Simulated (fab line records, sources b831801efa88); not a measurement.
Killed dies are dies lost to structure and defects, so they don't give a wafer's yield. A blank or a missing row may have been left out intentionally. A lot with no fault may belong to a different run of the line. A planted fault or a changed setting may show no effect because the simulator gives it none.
Split-lot study -- flow sfq-line -- 23 wafers read from 5 lots, route of 325 steps

ABOUT THE SPLIT
At SFQ_TRILAYER_M5_LITHO_COAT_123 (resist thk 600 nm), the setting spin-rpm was moved away from the recipe's 3000 rpm on 9 of the 23 wafers read, by -5.9% to +6.0%. All remaining wafers had this setting at the recipe value.

FROM THE SPLIT TO THE READING: what the file shows between them, 4 steps
- SFQ_TRILAYER_M5_LITHO_EXPOSE_124: exposes mask M5, target cd 700 nm (also split here: dose-mj)
- SFQ_TRILAYER_M5_LITHO_PEB_126: peb time 60 s
- SFQ_TRILAYER_M5_LITHO_DEVELOP_125: time 60 s
- SFQ_TRILAYER_M5_BARC_OPEN_METAL_ETCH_161: etches BARC in O2, target depth 125 nm, time 41.7 s

THE READING
KrF_of_TRILAYER_M5_LITHO_COAT_123.thk-nm (the simulator's own value, which no gauge read), in nm, at SFQ_TRILAYER_M5_ETCH_METAL_ETCH_126 (etches Nb in Cl2/BCl3, stops on SiO2, time 203.2 s, target depth 265 nm). No usual value for it is given in the file. Here, 14 wafers ran the recipe; their average is 370.2 nm with a standard deviation of 5.1 nm.

wafer,"tool, chamber at the split","spin-rpm as run, rpm",against the recipe,"KrF_of_TRILAYER_M5_LITHO_COAT_123.thk-nm, nm",against lot-mates on the recipe
L074.2,"litho-track-03, 0",3000,recipe,376.1,-
L074.4,"litho-track-03, 0",3000,recipe,368.1,-
L074.6,"litho-track-03, 0",3000,recipe,378,-
L075.1,"litho-track-03, 0",2822,-5.9%,387.2,+17.0
L075.2,"litho-track-03, 0",2822,-5.9%,392.2,+22.0
L075.4,"litho-track-03, 0",2822,-5.9%,388.4,+18.2
L075.5,"litho-track-03, 0",3000,recipe,368,-
L075.6,"litho-track-03, 0",3000,recipe,372.4,-
L078.1,"litho-track-02, 0",3000,recipe,374.7,-
L078.3,"litho-track-02, 0",3000,recipe,376.7,-
L078.4,"litho-track-02, 0",3127,+4.2%,358.5,-17.2
L078.5,"litho-track-02, 0",3127,+4.2%,362.1,-13.6
L078.6,"litho-track-02, 0",3127,+4.2%,360.3,-15.4
L083.1,"litho-track-03, 0",3000,recipe,366.3,-
L083.2,"litho-track-03, 0",3000,recipe,360.6,-
L083.4,"litho-track-03, 0",3000,recipe,368,-
L083.5,"litho-track-03, 0",3000,recipe,366.4,-
L083.6,"litho-track-03, 0",3000,recipe,362.4,-
L085.1,"litho-track-04, 0",3000,recipe,371.9,-
L085.2,"litho-track-04, 0",3180,+6.0%,355.4,-16.9
L085.3,"litho-track-04, 0",3000,recipe,372.6,-
L085.4,"litho-track-04, 0",3180,+6.0%,352.9,-19.4
L085.6,"litho-track-04, 0",3180,+6.0%,352.6,-19.6

FIT RESULTS
A straight line over all 23 wafers: KrF_of_TRILAYER_M5_LITHO_COAT_123.thk-nm changes by -2.89 nm for each +1% of spin-rpm; r = -0.92; the points scatter about the line by 4.4 nm.
The same after taking each lot's own level away (the mean of its wafers on the recipe; 23 wafers): -3.25 nm for each +1%; r = -0.98; scatter 2.6 nm.
According to that fit, moving spin-rpm by its largest amount changes the reading by 19 nm.
Measured against the standard deviation above, the lots' own levels, which go from 364.74 to 375.70 nm, span 2.1 times it.
Hence the slope depends on the lot-to-lot level, as the two fits are not the same.
Check: -20.1 nm against its lot-mates is what the line predicts for one of the wafers moved furthest among these (+6.0%) when that wafer is left out of the fit. Against them it came out at -16.9 nm.

ADDITIONAL SPLITS CARRIED BY THESE WAFERS
Note: prior to the reading, these wafers also went through further splits. Each is held against what the fit with the lots' levels taken away leaves over:
other split on the same wafers,wafers away from the commonest value,r with KrF_of_TRILAYER_M5_LITHO_COAT_123.thk-nm (lot level and that fit taken away)
SFQ_TRILAYER_I3_VIA_ETCH_VIA_ETCH_088 source-w,2,-0.02
SFQ_TRILAYER_M4_DEP_SPUTTER_091 power-w,10,-0.24
SFQ_TRILAYER_M4_LITHO_PEB_096 peb-time-s,8,-0.27
SFQ_TRILAYER_I4_VIA_LITHO_COAT_103 spin-rpm,6,+0.18
SFQ_TRILAYER_I4_VIA_ETCH_VIA_ETCH_106 bias-w,6,-0.06
SFQ_TRILAYER_JJ_CE_LITHO_COAT_114 resist-thk-nm,7,+0.07
SFQ_TRILAYER_JJ_CE_ETCH_RIE_118 icp-w,5,-0.06
SFQ_TRILAYER_M5_LITHO_EXPOSE_124 dose-mj,7,+0.08

THE WHOLE CHAIN: every reading that the file lists as answering this split, in the file's order
step,what it does,reading,change (the file's fit),r (the file's)
SFQ_TRILAYER_M5_LITHO_COAT_123,resist thk 600 nm,"KrF_of_TRILAYER_M5_LITHO_COAT_123.thk-nm (the simulator's own value, which no gauge read)",-3.09 nm for each +1% of the setting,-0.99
SFQ_TRILAYER_M5_ETCH_METAL_ETCH_126,"etches Nb in Cl2/BCl3, stops on SiO2, time 203.2 s, target depth 265 nm","KrF_of_TRILAYER_M5_LITHO_COAT_123.thk-nm (the simulator's own value, which no gauge read)",-3.26 nm for each +1% of the setting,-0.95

THE FILE'S OWN FIT
KrF_of_TRILAYER_M5_LITHO_COAT_123.thk-nm changes by -3.26 nm for each +1% of spin-rpm, r = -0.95.
